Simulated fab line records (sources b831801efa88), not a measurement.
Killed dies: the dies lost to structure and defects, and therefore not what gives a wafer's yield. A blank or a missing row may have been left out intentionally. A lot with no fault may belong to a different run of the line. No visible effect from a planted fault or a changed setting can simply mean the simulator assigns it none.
fab line records || flow sky130
record {"lots": 13, "wafers": 39, "last_day": 50}
route steps=708 shown POLY_GATE@224 PAD_OPEN@708
lots untouched by any fault: they come from a run of this same line in which no faults occurred
start_h: start of the lot's first displayed wafer, in hours after the record's first day || wait_h: time in hours since the lot's previous step || " repeats the value in the row above || L1.1+2: a single row standing in for several wafers || - value missing, or start not given || * or withheld: withheld || < > ~ a bound
route shown NAME@n: names a module that has steps shown in the file, with the first one's number in the route || usual: the fault-free wafers' mean and standard deviation || same: alike in all rows || chamber/n: place in a boat || sites: readings site by site || _std_site: standard deviation of those values || _edge_site: mean of outer sites minus mean of inner sites || radius_mm: how far each site lies from the wafer's centre || mask NAME#n: copy n || behind: tool/chamber where the wafer was last shaped || hold: what put the lot on hold/how long, in hours/how the hold closed || device: the n, p or np transistor that did not switch || end of line: the same wafers' tests at the end of the route || for a step that has no rows: nothing shown but its recipe || killed: count of dies lost to structure and defects at first sort (not the wafer's yield) || map: the dies of a wafer, with x for killed, . for not killed, _ for no die there
set.NAME: the setting the step ran with; set.NAME@STEP: the setting that earlier step ran with || model.NAME: the simulator's own value behind a step, which no gauge read
steps of the route over a sample of lots; a table a step, a row a wafer
services: the hour from which a tool's chamber was out of use, counted from the record's first day as start_h (under 0 if before that day), plus the number of hours and why
## steps
# step SKY_POLY_GATE_EXPOSE_10
# recipe {"mask_id": "P1M", "na": 0.68, "source_shape": "conventional", "sigma_outer": 0.6, "target_cd_nm": 150, "dose_mj": 28}
{"lot.wafer": "L317.1+4+6", "tool": "krf_scanner-02", "chamber": 0, "start_h": 345.97, "wait_h": "-", "mask": "P1M#0"}
{"lot.wafer": "L318.1+3+4", "tool": "krf_scanner-02", "chamber": 0, "start_h": 354.70, "wait_h": "-", "mask": "P1M#0"}
{"lot.wafer": "L321.1+3+5", "tool": "krf_scanner-01", "chamber": 0, "start_h": 387.36, "wait_h": "-", "mask": "P1M#0"}
{"lot.wafer": "L322.2+3+4", "tool": "krf_scanner-02", "chamber": 0, "start_h": 395.91, "wait_h": "-", "mask": "P1M#0"}
{"lot.wafer": "L323.1+2+5", "tool": "krf_scanner-02", "chamber": 0, "start_h": 410.97, "wait_h": "-", "mask": "P1M#0"}
{"lot.wafer": "L324.2+4+5", "tool": "krf_scanner-01", "chamber": 0, "start_h": 414.09, "wait_h": "-", "mask": "P1M#0"}
{"lot.wafer": "L325.2+4+6", "tool": "krf_scanner-02", "chamber": 0, "start_h": 424.33, "wait_h": "-", "mask": "P1M#0"}
{"lot.wafer": "L327.1+2+5", "tool": "krf_scanner-02", "chamber": 0, "start_h": 443.92, "wait_h": "-", "mask": "P1M#0"}
{"lot.wafer": "L329.2+3+5", "tool": "krf_scanner-01", "chamber": 0, "start_h": 466.69, "wait_h": "-", "mask": "P1M_R1#0"}
{"lot.wafer": "L337.3+5+6", "tool": "krf_scanner-01", "chamber": 0, "start_h": 530.90, "wait_h": "-", "mask": "P1M#0"}
{"lot.wafer": "L338.1+3+6", "tool": "krf_scanner-02", "chamber": 0, "start_h": 541.76, "wait_h": "-", "mask": "P1M#0"}
{"lot.wafer": "L339.1+2+4", "tool": "krf_scanner-01", "chamber": 0, "start_h": 557.36, "wait_h": "-", "mask": "P1M#0"}
{"lot.wafer": "L340.1+2+4", "tool": "krf_scanner-01", "chamber": 0, "start_h": 572.61, "wait_h": "-", "mask": "P1M#0"}
# step SKY_POLY_GATE_CD_MEAS_13
# recipe {"target_cd_nm": 150}
# usual {"cd_nm": "150.6/1.2"}
{"lot.wafer": "L317.1", "tool": "cd_sem-01", "chamber": "-", "start_h": 358.79, "wait_h": "-", "cd_nm": 150.9}
{"lot.wafer": "L317.4", "tool": "cd_sem-01", "chamber": "-", "start_h": 358.79, "wait_h": "-", "cd_nm": 151.4}
{"lot.wafer": "L317.6", "tool": "cd_sem-01", "chamber": "-", "start_h": 358.79, "wait_h": "-", "cd_nm": 150.7}
{"lot.wafer": "L318.1", "tool": "cd_sem-02", "chamber": "-", "start_h": 368.29, "wait_h": "-", "cd_nm": 150.9}
{"lot.wafer": "L318.3", "tool": "cd_sem-02", "chamber": "-", "start_h": 368.29, "wait_h": "-", "cd_nm": 150.6}
{"lot.wafer": "L318.4", "tool": "cd_sem-02", "chamber": "-", "start_h": 368.29, "wait_h": "-", "cd_nm": 151.0}
{"lot.wafer": "L321.1", "tool": "cd_sem-02", "chamber": "-", "start_h": 401.69, "wait_h": "-", "cd_nm": 149.6}
{"lot.wafer": "L321.3", "tool": "cd_sem-02", "chamber": "-", "start_h": 401.69, "wait_h": "-", "cd_nm": 151.1}
{"lot.wafer": "L321.5", "tool": "cd_sem-02", "chamber": "-", "start_h": 401.69, "wait_h": "-", "cd_nm": 150.1}
{"lot.wafer": "L322.2", "tool": "cd_sem-02", "chamber": "-", "start_h": 410.42, "wait_h": "-", "cd_nm": 150.2}
{"lot.wafer": "L322.3", "tool": "cd_sem-02", "chamber": "-", "start_h": 410.42, "wait_h": "-", "cd_nm": 150.3}
{"lot.wafer": "L322.4", "tool": "cd_sem-02", "chamber": "-", "start_h": 410.42, "wait_h": "-", "cd_nm": 151.6}
{"lot.wafer": "L323.1", "tool": "cd_sem-01", "chamber": "-", "start_h": 426.09, "wait_h": "-", "cd_nm": 150.2}
{"lot.wafer": "L323.2", "tool": "cd_sem-01", "chamber": "-", "start_h": 426.09, "wait_h": "-", "cd_nm": 149.2}
{"lot.wafer": "L323.5", "tool": "cd_sem-01", "chamber": "-", "start_h": 426.09, "wait_h": "-", "cd_nm": 148.9}
{"lot.wafer": "L324.2", "tool": "cd_sem-02", "chamber": "-", "start_h": 429.44, "wait_h": "-", "cd_nm": 149.1}
{"lot.wafer": "L324.4", "tool": "cd_sem-02", "chamber": "-", "start_h": 429.44, "wait_h": "-", "cd_nm": 149.8}
{"lot.wafer": "L324.5", "tool": "cd_sem-02", "chamber": "-", "start_h": 429.44, "wait_h": "-", "cd_nm": 150.1}
{"lot.wafer": "L325.2", "tool": "cd_sem-02", "chamber": "-", "start_h": 439.14, "wait_h": "-", "cd_nm": 150.8}
{"lot.wafer": "L325.4", "tool": "cd_sem-02", "chamber": "-", "start_h": 439.14, "wait_h": "-", "cd_nm": 152.1}
{"lot.wafer": "L325.6", "tool": "cd_sem-02", "chamber": "-", "start_h": 439.14, "wait_h": "-", "cd_nm": 150.6}
{"lot.wafer": "L327.1", "tool": "cd_sem-01", "chamber": "-", "start_h": 459.74, "wait_h": "-", "cd_nm": 150.8}
{"lot.wafer": "L327.2", "tool": "cd_sem-01", "chamber": "-", "start_h": 459.74, "wait_h": "-", "cd_nm": 150.5}
{"lot.wafer": "L327.5", "tool": "cd_sem-01", "chamber": "-", "start_h": 459.74, "wait_h": "-", "cd_nm": 149.4}
{"lot.wafer": "L329.2", "tool": "cd_sem-01", "chamber": "-", "start_h": 482.19, "wait_h": "-", "cd_nm": 173.2}
{"lot.wafer": "L329.3", "tool": "cd_sem-01", "chamber": "-", "start_h": 482.19, "wait_h": "-", "cd_nm": 173.5}
{"lot.wafer": "L329.5", "tool": "cd_sem-01", "chamber": "-", "start_h": 482.19, "wait_h": "-", "cd_nm": 174.5}
{"lot.wafer": "L337.3", "tool": "cd_sem-02", "chamber": "-", "start_h": 546.20, "wait_h": "-", "cd_nm": 150.9}
{"lot.wafer": "L337.5", "tool": "cd_sem-02", "chamber": "-", "start_h": 546.20, "wait_h": "-", "cd_nm": 149.7}
{"lot.wafer": "L337.6", "tool": "cd_sem-02", "chamber": "-", "start_h": 546.20, "wait_h": "-", "cd_nm": 149.9}
{"lot.wafer": "L338.1", "tool": "cd_sem-02", "chamber": "-", "start_h": 556.64, "wait_h": "-", "cd_nm": 147.9}
{"lot.wafer": "L338.3", "tool": "cd_sem-02", "chamber": "-", "start_h": 556.64, "wait_h": "-", "cd_nm": 147.3}
{"lot.wafer": "L338.6", "tool": "cd_sem-02", "chamber": "-", "start_h": 556.64, "wait_h": "-", "cd_nm": 148.5}
{"lot.wafer": "L339.1", "tool": "cd_sem-02", "chamber": "-", "start_h": 571.69, "wait_h": "-", "cd_nm": 150.5}
{"lot.wafer": "L339.2", "tool": "cd_sem-02", "chamber": "-", "start_h": 571.69, "wait_h": "-", "cd_nm": 150.3}
{"lot.wafer": "L339.4", "tool": "cd_sem-02", "chamber": "-", "start_h": 571.69, "wait_h": "-", "cd_nm": 149.7}
{"lot.wafer": "L340.1", "tool": "cd_sem-01", "chamber": "-", "start_h": 587.54, "wait_h": "-", "cd_nm": 150.7}
{"lot.wafer": "L340.2", "tool": "cd_sem-01", "chamber": "-", "start_h": 587.54, "wait_h": "-", "cd_nm": 151.7}
{"lot.wafer": "L340.4", "tool": "cd_sem-01", "chamber": "-", "start_h": 587.54, "wait_h": "-", "cd_nm": 151.6}
# step SKY_PAD_OPEN_PROBE_99
# usual {"killed_at_M0_to_M3": "44/7.2", "killed_at_M4_up": "3.4/2.1", "killed_at_contacts": "24/5.5", "killed_at_front_end": "15/4.6", "killed_at_other": "0.4/0.64", "killed_dies": "86/9.1", "killed_on_rim": "17/3.8", "killed_open": "47/7.5", "killed_short": "39/5.8"}
# same {"gross_dies": 492, "killed_at_back_side": 0}
{"lot.wafer": "L322.2", "tool": "prober-02", "chamber": "-", "start_h": 1102.21, "wait_h": 0.1, "killed_at_M0_to_M3": 40, "killed_at_M4_up": 3, "killed_at_contacts": 27, "killed_at_front_end": 12, "killed_at_other": 0, "killed_dies": 82, "killed_on_rim": 15, "killed_open": 40, "killed_short": 42}
{"lot.wafer": "L322.3", "tool": "prober-02", "chamber": "-", "start_h": 1102.26, "wait_h": 0.2, "killed_at_M0_to_M3": 49, "killed_at_M4_up": 2, "killed_at_contacts": 29, "killed_at_front_end": 15, "killed_at_other": 1, "killed_dies": 96, "killed_on_rim": 15, "killed_open": 59, "killed_short": 37}
{"lot.wafer": "L322.4", "tool": "prober-02", "chamber": "-", "start_h": 1102.31, "wait_h": 0.2, "killed_at_M0_to_M3": 49, "killed_at_M4_up": 0, "killed_at_contacts": 29, "killed_at_front_end": 14, "killed_at_other": 0, "killed_dies": 92, "killed_on_rim": 22, "killed_open": 48, "killed_short": 44}
{"lot.wafer": "L323.1", "tool": "prober-01", "chamber": "-", "start_h": 1114.72, "wait_h": 0.1, "killed_at_M0_to_M3": 58, "killed_at_M4_up": 4, "killed_at_contacts": 15, "killed_at_front_end": 18, "killed_at_other": 0, "killed_dies": 95, "killed_on_rim": 18, "killed_open": 54, "killed_short": 41}
{"lot.wafer": "L323.2", "tool": "prober-01", "chamber": "-", "start_h": 1114.77, "wait_h": 0.1, "killed_at_M0_to_M3": 49, "killed_at_M4_up": 2, "killed_at_contacts": 22, "killed_at_front_end": 25, "killed_at_other": 2, "killed_dies": 100, "killed_on_rim": 21, "killed_open": 52, "killed_short": 48}
{"lot.wafer": "L323.5", "tool": "prober-01", "chamber": "-", "start_h": 1114.92, "wait_h": 0.2, "killed_at_M0_to_M3": 50, "killed_at_M4_up": 1, "killed_at_contacts": 21, "killed_at_front_end": 18, "killed_at_other": 1, "killed_dies": 91, "killed_on_rim": 24, "killed_open": 44, "killed_short": 46}
{"lot.wafer": "L324.2", "tool": "prober-02", "chamber": "-", "start_h": 1116.87, "wait_h": 0.1, "killed_at_M0_to_M3": 39, "killed_at_M4_up": 3, "killed_at_contacts": 20, "killed_at_front_end": 17, "killed_at_other": 0, "killed_dies": 79, "killed_on_rim": 15, "killed_open": 41, "killed_short": 38}
{"lot.wafer": "L324.4", "tool": "prober-02", "chamber": "-", "start_h": 1116.97, "wait_h": 0.2, "killed_at_M0_to_M3": 41, "killed_at_M4_up": 7, "killed_at_contacts": 25, "killed_at_front_end": 20, "killed_at_other": 0, "killed_dies": 93, "killed_on_rim": 16, "killed_open": 49, "killed_short": 44}
{"lot.wafer": "L324.5", "tool": "prober-02", "chamber": "-", "start_h": 1117.02, "wait_h": 0.2, "killed_at_M0_to_M3": 37, "killed_at_M4_up": 6, "killed_at_contacts": 29, "killed_at_front_end": 16, "killed_at_other": 1, "killed_dies": 89, "killed_on_rim": 16, "killed_open": 48, "killed_short": 41}
{"lot.wafer": "L325.2", "tool": "prober-01", "chamber": "-", "start_h": 1122.18, "wait_h": 0.1, "killed_at_M0_to_M3": 56, "killed_at_M4_up": 7, "killed_at_contacts": 10, "killed_at_front_end": 13, "killed_at_other": 0, "killed_dies": 86, "killed_on_rim": 23, "killed_open": 57, "killed_short": 29}
{"lot.wafer": "L325.4", "tool": "prober-01", "chamber": "-", "start_h": 1122.28, "wait_h": 0.2, "killed_at_M0_to_M3": 35, "killed_at_M4_up": 0, "killed_at_contacts": 32, "killed_at_front_end": 15, "killed_at_other": 1, "killed_dies": 83, "killed_on_rim": 17, "killed_open": 41, "killed_short": 42}
{"lot.wafer": "L325.6", "tool": "prober-01", "chamber": "-", "start_h": 1122.38, "wait_h": 0.2, "killed_at_M0_to_M3": 36, "killed_at_M4_up": 1, "killed_at_contacts": 18, "killed_at_front_end": 18, "killed_at_other": 1, "killed_dies": 74, "killed_on_rim": 16, "killed_open": 40, "killed_short": 33}
{"lot.wafer": "L327.1", "tool": "prober-01", "chamber": "-", "start_h": 1135.86, "wait_h": 0.1, "killed_at_M0_to_M3": 45, "killed_at_M4_up": 6, "killed_at_contacts": 26, "killed_at_front_end": 9, "killed_at_other": 1, "killed_dies": 87, "killed_on_rim": 10, "killed_open": 42, "killed_short": 45}
{"lot.wafer": "L327.2", "tool": "prober-01", "chamber": "-", "start_h": 1135.91, "wait_h": 0.1, "killed_at_M0_to_M3": 46, "killed_at_M4_up": 4, "killed_at_contacts": 18, "killed_at_front_end": 17, "killed_at_other": 0, "killed_dies": 85, "killed_on_rim": 16, "killed_open": 49, "killed_short": 36}
{"lot.wafer": "L327.5", "tool": "prober-01", "chamber": "-", "start_h": 1136.06, "wait_h": 0.2, "killed_at_M0_to_M3": 38, "killed_at_M4_up": 7, "killed_at_contacts": 28, "killed_at_front_end": 7, "killed_at_other": 0, "killed_dies": 80, "killed_on_rim": 17, "killed_open": 42, "killed_short": 38}
{"lot.wafer": "L329.2", "tool": "prober-02", "chamber": "-", "start_h": 1150.86, "wait_h": 0.1, "killed_at_M0_to_M3": 41, "killed_at_M4_up": 2, "killed_at_contacts": 23, "killed_at_front_end": 93, "killed_at_other": 0, "killed_dies": 159, "killed_on_rim": 44, "killed_open": 46, "killed_short": 39}
{"lot.wafer": "L329.3", "tool": "prober-02", "chamber": "-", "start_h": 1150.91, "wait_h": 0.2, "killed_at_M0_to_M3": 48, "killed_at_M4_up": 3, "killed_at_contacts": 20, "killed_at_front_end": 94, "killed_at_other": 0, "killed_dies": 165, "killed_on_rim": 57, "killed_open": 55, "killed_short": 30}
{"lot.wafer": "L329.5", "tool": "prober-02", "chamber": "-", "start_h": 1151.01, "wait_h": 0.2, "killed_at_M0_to_M3": 53, "killed_at_M4_up": 1, "killed_at_contacts": 20, "killed_at_front_end": 94, "killed_at_other": 0, "killed_dies": 168, "killed_on_rim": 55, "killed_open": 58, "killed_short": 31}
# killed by level:class
L322.2 VIA3:geometric_particle:open=10 LI_CONTACT:geometric_particle:open=8 METAL2:geometric_particle:short=8 POLY_GATE:geometric_particle:short=7 CONTACT:geometric_particle:open=7 METAL1:geometric_particle:short=6 LOCAL_INTERCONNECT:geometric_particle:short=4 CONTACT:geometric_particle:short=4
L322.3 CONTACT:geometric_particle:open=13 VIA1:geometric_particle:open=13 LI_CONTACT:geometric_particle:open=7 VIA3:geometric_particle:open=7 VIA2:geometric_particle:open=7 POLY_GATE:geometric_particle:open=5 METAL1:geometric_particle:short=5 VIA1:geometric_particle:short=5
L322.4 CONTACT:geometric_particle:open=12 VIA1:geometric_particle:open=11 VIA3:geometric_particle:open=7 LI_CONTACT:geometric_particle:short=7 METAL2:geometric_particle:short=6 CONTACT:geometric_particle:short=6 FIELD_ISO:geometric_particle:short=4 VIA3:geometric_particle:short=4
L323.1 VIA1:geometric_particle:open=13 VIA3:geometric_particle:open=11 VIA2:geometric_particle:open=8 VIA2:geometric_particle:short=7 FIELD_ISO:geometric_particle:open=6 CONTACT:geometric_particle:open=5 LI_CONTACT:geometric_particle:open=4 METAL1:geometric_particle:short=4
L323.2 VIA2:geometric_particle:open=11 POLY_GATE:geometric_particle:open=8 FIELD_ISO:geometric_particle:short=6 LI_CONTACT:geometric_particle:open=6 LOCAL_INTERCONNECT:geometric_particle:short=6 VIA1:geometric_particle:short=6 CONTACT:geometric_particle:open=5 VIA1:geometric_particle:open=5
L323.5 CONTACT:geometric_particle:open=7 METAL1:geometric_particle:short=7 VIA1:geometric_particle:open=7 VIA3:geometric_particle:open=7 FIELD_ISO:geometric_particle:open=6 VIA2:geometric_particle:open=6 VIA2:geometric_particle:short=6 VIA3:geometric_particle:short=5
L324.2 CONTACT:geometric_particle:open=8 VIA2:geometric_particle:open=7 VIA1:geometric_particle:open=6 METAL3:geometric_particle:short=6 POLY_GATE:geometric_particle:open=5 LI_CONTACT:geometric_particle:open=5 VIA1:geometric_particle:short=5 LOCAL_INTERCONNECT:geometric_particle:short=4
L324.4 VIA1:geometric_particle:open=15 CONTACT:geometric_particle:open=8 METAL2:geometric_particle:short=6 FIELD_ISO:geometric_particle:open=5 CONTACT:geometric_particle:short=5 LOCAL_INTERCONNECT:geometric_particle:short=5 METAL4:geometric_particle:short=5 METAL1:geometric_particle:short=4
L324.5 CONTACT:geometric_particle:open=15 VIA1:geometric_particle:open=9 POLY_GATE:geometric_particle:open=6 METAL1:geometric_particle:short=6 METAL4:geometric_particle:short=6 LI_CONTACT:geometric_particle:open=5 LOCAL_INTERCONNECT:geometric_particle:short=5 FIELD_ISO:geometric_particle:short=4
L325.2 VIA1:geometric_particle:open=13 VIA2:geometric_particle:open=9 FIELD_ISO:geometric_particle:open=8 VIA3:geometric_particle:open=8 METAL2:geometric_particle:short=6 CONTACT:geometric_particle:open=5 VIA2:geometric_particle:short=4 METAL3:geometric_particle:short=4
L325.4 CONTACT:geometric_particle:open=9 VIA3:geometric_particle:open=7 LI_CONTACT:geometric_particle:short=6 FIELD_ISO:geometric_particle:open=5 LOCAL_INTERCONNECT:geometric_particle:short=5 CONTACT:geometric_particle:short=5 METAL1:geometric_particle:short=5 METAL2:geometric_particle:short=5
L325.6 VIA1:geometric_particle:open=9 METAL2:geometric_particle:short=7 CONTACT:geometric_particle:open=6 LI_CONTACT:geometric_particle:open=5 METAL1:geometric_particle:short=5 VIA3:geometric_particle:open=5 FIELD_ISO:geometric_particle:short=4 FIELD_ISO:geometric_particle:open=4
L327.1 VIA1:geometric_particle:open=13 CONTACT:geometric_particle:open=11 METAL1:geometric_particle:short=6 VIA3:geometric_particle:short=6 CONTACT:geometric_particle:short=5 LOCAL_INTERCONNECT:geometric_particle:short=4 VIA2:geometric_particle:open=4 METAL4:geometric_particle:short=4
L327.2 VIA1:geometric_particle:open=11 VIA3:geometric_particle:short=7 VIA3:geometric_particle:open=6 CONTACT:geometric_particle:open=6 METAL2:geometric_particle:short=6 LI_CONTACT:geometric_particle:open=5 POLY_GATE:geometric_particle:open=4 POLY_GATE:geometric_particle:short=4
L327.5 CONTACT:geometric_particle:open=11 VIA1:geometric_particle:open=7 METAL3:geometric_particle:short=6 LI_CONTACT:geometric_particle:open=6 CONTACT:geometric_particle:short=6 VIA3:geometric_particle:open=6 METAL2:geometric_particle:short=5 VIA2:geometric_particle:open=5
L329.2 POLY_GATE:area_expose=74 CONTACT:geometric_particle:open=11 VIA1:geometric_particle:open=9 VIA3:geometric_particle:open=8 FIELD_ISO:geometric_particle:short=7 FIELD_ISO:geometric_particle:open=5 METAL1:geometric_particle:short=5 LI_CONTACT:geometric_particle:open=4
L329.3 POLY_GATE:area_expose=80 VIA1:geometric_particle:open=15 VIA2:geometric_particle:open=9 LOCAL_INTERCONNECT:geometric_particle:short=6 CONTACT:geometric_particle:open=6 METAL2:geometric_particle:short=6 POLY_GATE:geometric_particle:open=5 VIA1:geometric_particle:short=4
L329.5 POLY_GATE:area_expose=79 VIA1:geometric_particle:open=14 VIA2:geometric_particle:open=11 CONTACT:geometric_particle:open=7 VIA3:geometric_particle:open=7 LI_CONTACT:geometric_particle:open=6 VIA1:geometric_particle:short=6 FIELD_ISO:geometric_particle:open=5
## services
{"tool": "krf_scanner-02", "chamber": "-", "start_h": 333.69, "hours": 1.8, "kind": "repair"}
{"tool": "krf_scanner-01", "chamber": "-", "start_h": 346.75, "hours": 0.5, "kind": "repair"}
{"tool": "krf_scanner-02", "chamber": "-", "start_h": 352.19, "hours": 1.0, "kind": "pm"}
{"tool": "krf_scanner-02", "chamber": 0, "start_h": 361.44, "hours": "-", "kind": "calibration"}
{"tool": "krf_scanner-01", "chamber": "-", "start_h": 364.26, "hours": 0.8, "kind": "pm"}
{"tool": "krf_scanner-01", "chamber": 0, "start_h": 376.52, "hours": "-", "kind": "calibration"}
{"tool": "krf_scanner-02", "chamber": "-", "start_h": 390.09, "hours": 1.3, "kind": "pm"}
{"tool": "krf_scanner-02", "chamber": "-", "start_h": 416.21, "hours": 0.8, "kind": "pm"}
{"tool": "krf_scanner-02", "chamber": "-", "start_h": 450.74, "hours": 0.7, "kind": "repair"}
{"tool": "krf_scanner-01", "chamber": "-", "start_h": 457.05, "hours": 1.3, "kind": "pm"}
{"tool": "krf_scanner-01", "chamber": "-", "start_h": 463.49, "hours": 1.0, "kind": "pm"}
{"tool": "krf_scanner-02", "chamber": "-", "start_h": 490.40, "hours": 0.8, "kind": "pm"}
{"tool": "krf_scanner-01", "chamber": "-", "start_h": 505.86, "hours": 0.3, "kind": "repair"}
{"tool": "krf_scanner-02", "chamber": "-", "start_h": 521.19, "hours": 1.0, "kind": "pm"}
{"tool": "krf_scanner-01", "chamber": "-", "start_h": 533.04, "hours": 0.8, "kind": "pm"}
{"tool": "krf_scanner-02", "chamber": 0, "start_h": 533.62, "hours": "-", "kind": "calibration"}
{"tool": "krf_scanner-01", "chamber": "-", "start_h": 534.51, "hours": 0.5, "kind": "repair"}
{"tool": "krf_scanner-01", "chamber": 0, "start_h": 547.35, "hours": "-", "kind": "calibration"}
{"tool": "krf_scanner-02", "chamber": "-", "start_h": 547.39, "hours": 0.6, "kind": "repair"}
{"tool": "krf_scanner-02", "chamber": "-", "start_h": 565.99, "hours": 1.3, "kind": "pm"}
## key
first_sign {"step": "SKY_POLY_GATE_EXPOSE_10", "reading": "mask", "direction": "changed"}
effect {"step": "SKY_POLY_GATE_CD_MEAS_13", "reading": "cd_nm", "direction": "up", "sigmas": 20, "usual": 150.6, "struck": 173.7}
effect {"step": "SKY_PAD_OPEN_PROBE_99", "reading": "killed_at_front_end", "direction": "up", "sigmas": 17, "usual": 15, "struck": 94}
more_kills_born_at {"SKY_POLY_GATE_EXPOSE_10@krf_scanner-01": 233}
met_at SKY_POLY_GATE_EXPOSE_10
struck_lots L329
tester_left_out L329
onset_between 414.09 466.69
fault {"kind": "wrong_mask", "tool": "any", "chamber": "-", "onset_h": 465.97, "steps": "SKY_POLY_GATE_EXPOSE_10", "aux_copy": "P1M_R1#0", "cd_offset_nm": 22, "scope": "struck_lots_only"}
# tester_left_out: of these lots the tester's yield and bins aren't shown, on N5 and GAA mostly nor the transistor test; their killed dies are dies lost to structure and defects alone, not to doping, threshold or leakage, so they don't give the yield
